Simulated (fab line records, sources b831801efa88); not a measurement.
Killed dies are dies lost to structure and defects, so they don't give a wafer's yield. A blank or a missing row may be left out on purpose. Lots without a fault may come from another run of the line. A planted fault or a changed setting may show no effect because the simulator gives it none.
Which tool did it? | flow sky130 | 7 lots, 21 wafers sampled, at 1 step of a route of 708

WHAT THE GAUGES READ, wafer by wafer
SKY_VIA2_THK_MEAS_23: measures by xrf.
lot  | measured     | on            | VIA2_W_THK (nm)
L173 | day 37 02:14 | film_metro-03 | 409 418 409
L178 | day 38 21:50 | film_metro-02 | 407 424 426
L180 | day 39 16:25 | film_metro-02 | 405 409 409
L182 | day 40 06:18 | film_metro-02 | 406 403 423
L188 | day 41 14:23 | film_metro-04 | 401 406 412
L190 | day 41 21:41 | film_metro-04 | 415 413 414
L193 | day 42 15:28 | film_metro-02 | 407 394 407

WHICH TOOL RAN EACH LOT (tool, then ch and the chambers of the sampled wafers, then the start)
The record holds no process step before these readings.

THE ANSWER, worked out from the rows above alone
Rule: what is usual is taken from the lots themselves. Put in order of their means at a reading, lots are off if they are a third of the lots or fewer, leave a main group of 4 or more, and stand apart from it by a gap of 3 or more times the standard deviation of the main group's means; of several such gaps the widest counts. A main group whose means are all the same, to the digits that the tables above print for the reading, isn't used. A lot without any number at a reading at which 4 lots or more have one is off too. The other lots that the step has rows for count as sound.
No lot is off at any reading shown: from this, nothing can be told.

WHAT THE SIMULATOR HAD PUT IN
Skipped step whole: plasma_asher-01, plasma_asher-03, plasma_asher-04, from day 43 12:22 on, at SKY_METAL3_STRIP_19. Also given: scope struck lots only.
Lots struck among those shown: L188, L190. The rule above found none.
